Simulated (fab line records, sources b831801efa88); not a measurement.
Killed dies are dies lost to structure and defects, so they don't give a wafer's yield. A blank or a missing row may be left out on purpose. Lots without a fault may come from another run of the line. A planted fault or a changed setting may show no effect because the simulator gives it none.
Which tool did it? | flow sky130 | 14 lots, 42 wafers sampled, at 1 step of a route of 708

WHAT THE GAUGES READ, wafer by wafer
SKY_METAL3_OVL_MEAS_14. Usual: METAL3_OVL 1 nm, standard deviation 4.9.
lot  | measured     | on         | METAL3_OVL (nm) | flag
L285 | day 38 05:14 | overlay-01 | 4 1 5           |
L286 | day 39 00:24 | overlay-02 | -1 8 2          |
L289 | day 40 16:04 | overlay-02 | -4 3 0          |
L290 | day 40 17:49 | overlay-01 | -7 -6 1         |
L291 | day 40 19:23 | overlay-01 | -5 -5 -1        |
L292 | day 40 20:54 | overlay-02 | -5 1 4          |
L293 | day 41 00:51 | overlay-02 | 2 6 1           |
L297 | day 42 05:36 | overlay-02 | 9 13 12         |
L299 | day 42 17:25 | overlay-01 | -6 -2 0         |
L300 | day 43 11:02 | overlay-01 | 0 0 -3          |
L304 | day 44 02:17 | overlay-01 | 0 1 4           |
L306 | day 44 15:33 | overlay-02 | 3 10 7          |
L308 | day 45 13:12 | overlay-01 | 3 7 4           |
L307 | day 46 12:27 | overlay-01 | -6 -1 -3        |

WHICH TOOL RAN EACH LOT (tool, then ch and the chambers of the sampled wafers, then the start)
The record holds no process step before these readings.

WHAT THE TOOLS THEMSELVES READ (means of the sampled wafers that have a number; where no wafer has one, the mark that the record gives instead)
The record holds no such reading with a usual standard deviation.

THE ANSWER, worked out from the rows above alone
Rule: a lot is off if the mean of its wafers that have a number lies more than 3 standard deviations from the usual mean. A lot without any number at a reading at which 4 lots or more have one is off too. The other lots that the step has rows for count as sound. The gauges are gone through in route order, then the tools' own readings, and for those a lot's mean is taken as printed above. The first step at which some lot is off is used, and at that step the reading that is off furthest; a lot without a number counts as furthest.
No lot is off at any reading shown: from this, nothing can be told.

WHAT THE SIMULATOR HAD PUT IN
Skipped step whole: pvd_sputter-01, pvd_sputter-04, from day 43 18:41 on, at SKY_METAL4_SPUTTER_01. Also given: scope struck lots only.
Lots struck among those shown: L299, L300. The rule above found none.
